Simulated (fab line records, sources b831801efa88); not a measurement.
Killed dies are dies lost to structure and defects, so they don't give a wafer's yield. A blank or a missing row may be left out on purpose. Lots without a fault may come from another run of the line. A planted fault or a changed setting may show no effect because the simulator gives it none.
Which tool did it? | flow gf180mcu | 12 lots, 36 wafers sampled, at 1 step of a route of 602

WHAT THE GAUGES READ, wafer by wafer
GF_V1_THK_MEAS_25: measures by xrf.
lot  | measured     | on            | V1_W_THK (nm)
L075 | day 18 07:28 | film_metro-02 | 359 360 362
L077 | day 19 02:46 | film_metro-03 | 354 352 360
L079 | day 19 22:30 | film_metro-01 | 362 357 360
L081 | day 20 19:34 | film_metro-02 | 362 363 361
L083 | day 21 17:38 | film_metro-03 | 359 357 364
L085 | day 22 11:14 | film_metro-02 | 375 367 367
L087 | day 23 06:51 | film_metro-03 | 358 361 362
L089 | day 24 02:05 | film_metro-02 | 366 366 364
L091 | day 24 21:33 | film_metro-02 | 361 363 367
L093 | day 25 10:05 | film_metro-03 | 365 364 363
L094 | day 25 23:10 | film_metro-03 | 358 364 361
L097 | day 26 07:17 | film_metro-03 | 367 366 365

WHICH TOOL RAN EACH LOT (tool, then ch and the chambers of the sampled wafers, then the start)
The record holds no process step before these readings.

THE ANSWER, worked out from the rows above alone
Rule: what is usual is taken from the lots themselves. Put in order of their means at a reading, lots are off if they are a third of the lots or fewer, leave a main group of 4 or more, and stand apart from it by a gap of 3 or more times the standard deviation of the main group's means; of several such gaps the widest counts. A main group whose means are all the same, to the digits that the tables above print for the reading, isn't used. A lot without any number at a reading at which 4 lots or more have one is off too. The other lots that the step has rows for count as sound.
No lot is off at any reading shown: from this, nothing can be told.

WHAT THE SIMULATOR HAD PUT IN
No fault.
